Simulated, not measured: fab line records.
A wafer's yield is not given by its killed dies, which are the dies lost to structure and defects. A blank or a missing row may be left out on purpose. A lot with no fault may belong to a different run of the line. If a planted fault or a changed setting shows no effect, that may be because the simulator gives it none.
One fault seen from 2 desks + flow sfq-line + numbers are kept per desk, each desk with only its own; the story behind them comes last

AT THE METROLOGY DESK
Means of the sampled wafers that have a number, per lot and without regard to the tool the lot ran on: this is what the gauges read. Any lot whose mean is over 4 standard deviations away from the usual mean is out of limits and marked OUT; that distance is given in the brackets.
Columns: A = I5_OVL at SFQ_I5_OVL_MEAS_936, usual 2 nm; B = M7_OVL at SFQ_M7_OVL_MEAS_945, usual 4 nm
| lot  | first seen here | A  | B  |
|------|-----------------|----|----|
| L272 | day 69 17:53    | -3 | 9  |
| L273 | day 70 11:14    | 6  | 2  |
| L274 | day 70 15:48    | 4  | -2 |
| L275 | day 71 08:13    | -2 | 0  |
| L276 | day 71 17:11    | 3  | -2 |
| L278 | day 73 18:23    | 2  | 13 |
| L279 | day 73 23:11    | -1 | 0  |
| L280 | day 74 16:15    | 5  | 10 |
| L281 | day 74 17:27    | 11 | -3 |
| L282 | day 78 08:32    | -3 | 3  |
| L288 | day 80 02:40    | 3  | 0  |
| L293 | day 80 19:28    | 7  | 5  |
Result from this desk: across the 12 lots, nothing is out of limits.

FOR THE TOOL OWNER'S DESK: krf-scanner-02
The tool's own readings at SFQ_TRILAYER_M0_LITHO_EXPOSE_022 (exposes mask M0, target cd 500 nm): means of the sampled wafers that have a number, for each lot that ran on this tool. Any lot whose mean is over 4 standard deviations away from the usual mean is out of limits and marked OUT; that distance is given in the brackets.
Columns: A = exposure-dose-mJ-cm2 at SFQ_TRILAYER_M0_LITHO_EXPOSE_022, usual 14.400; B = focus-offset-nm at SFQ_TRILAYER_M0_LITHO_EXPOSE_022, usual -0.1 nm
| lot  | first seen here | A      | B    |
|------|-----------------|--------|------|
| L275 | day 14 00:41    | 14.388 | 0.3  |
| L276 | day 14 10:53    | 14.418 | -0.3 |
| L278 | day 15 08:41    | 14.401 | 0.1  |
| L279 | day 15 18:17    | 14.416 | 0.6  |
| L282 | day 17 02:17    | 14.415 | 0.1  |
| L293 | day 21 04:16    | 14.399 | -0.2 |
Result from this desk: across the 6 lots, nothing is out of limits.

BROUGHT TOGETHER
The metrology desk saw nothing out of limits.
Nothing out of limits was seen by the tool owner's desk.

WHAT THE SIMULATOR HAD INSERTED
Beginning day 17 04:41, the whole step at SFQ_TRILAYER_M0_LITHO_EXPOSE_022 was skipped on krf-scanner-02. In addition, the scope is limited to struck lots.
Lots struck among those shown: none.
